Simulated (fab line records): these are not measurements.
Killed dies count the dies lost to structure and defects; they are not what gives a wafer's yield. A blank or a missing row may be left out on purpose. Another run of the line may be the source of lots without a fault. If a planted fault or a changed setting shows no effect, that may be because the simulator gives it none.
Matching of chambers / flow sky130 / SKY_CONTACT_ETCH_17 on rieDiel-03: 4 sister chambers
The step etches SiO2 in C4F8/O2/Ar, stops on Si3N4, target depth 340 nm. 8 wafers are shown with their chamber, then 11 later ones without.

WAFERS, EACH WITH ITS CHAMBER
wafer=L083.5; chamber=3; oesProductAu (a.u.)=0.887
wafer=L087.1; chamber=3; oesProductAu (a.u.)=0.891
wafer=L087.5; chamber=2; oesProductAu (a.u.)=0.893
wafer=L087.6; chamber=1; oesProductAu (a.u.)=0.895
wafer=L088.4; chamber=2; oesProductAu (a.u.)=0.890
wafer=L088.5; chamber=0; oesProductAu (a.u.)=0.882
wafer=L088.6; chamber=1; oesProductAu (a.u.)=0.892
wafer=L089.2; chamber=0; oesProductAu (a.u.)=0.888

WAFERS MISSING THEIR CHAMBER
wafer=L089.3; oesProductAu (a.u.)=0.887
wafer=L089.6; oesProductAu (a.u.)=0.886
wafer=L092.1; oesProductAu (a.u.)=0.892
wafer=L092.2; oesProductAu (a.u.)=0.892
wafer=L092.4; oesProductAu (a.u.)=0.887
wafer=L094.1; oesProductAu (a.u.)=0.885
wafer=L094.5; oesProductAu (a.u.)=0.890
wafer=L094.6; oesProductAu (a.u.)=0.888
wafer=L096.2; oesProductAu (a.u.)=0.888
wafer=L096.3; oesProductAu (a.u.)=0.895
wafer=L096.6; oesProductAu (a.u.)=0.887

THE CHAMBER EACH PASSED THROUGH
wafer=L089.3; from the rows above=can't be placed: 0 or 3 or 2 or 1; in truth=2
wafer=L089.6; from the rows above=can't be placed: 0 or 3 or 2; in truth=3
wafer=L092.1; from the rows above=can't be placed: 2 or 1 or 3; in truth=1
wafer=L092.2; from the rows above=can't be placed: 2 or 1 or 3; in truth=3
wafer=L092.4; from the rows above=can't be placed: 0 or 3 or 2 or 1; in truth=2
wafer=L094.1; from the rows above=can't be placed: 0 or 3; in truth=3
wafer=L094.5; from the rows above=can't be placed: 3 or 2 or 1 or 0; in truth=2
wafer=L094.6; from the rows above=can't be placed: 3 or 0 or 2 or 1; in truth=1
wafer=L096.2; from the rows above=can't be placed: 3 or 0 or 2 or 1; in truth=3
wafer=L096.3; from the rows above=can't be placed: 1 or 2 or 3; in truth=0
wafer=L096.6; from the rows above=can't be placed: 0 or 3 or 2 or 1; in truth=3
Correctly placed: 0 of 11. Unplaceable from these rows: 11, with the true chamber sitting among the candidates in 10. 0 placed wrongly.
How it was worked out, from the rows above alone: a wafer's distance from a chamber is the root of the sum, over the readings, of the square of ((its reading less the chamber's mean) divided by the reading's scatter). If the next closest chamber is less than 2 further off than the closest, the wafer can't be placed; otherwise it belongs to the closest. The mean given for a chamber averages the wafers shown for that chamber. How the scatter is found: for the shown wafers, subtract from each reading the mean of its chamber, square and add these, divide the total by (wafers less chambers), then take the root.
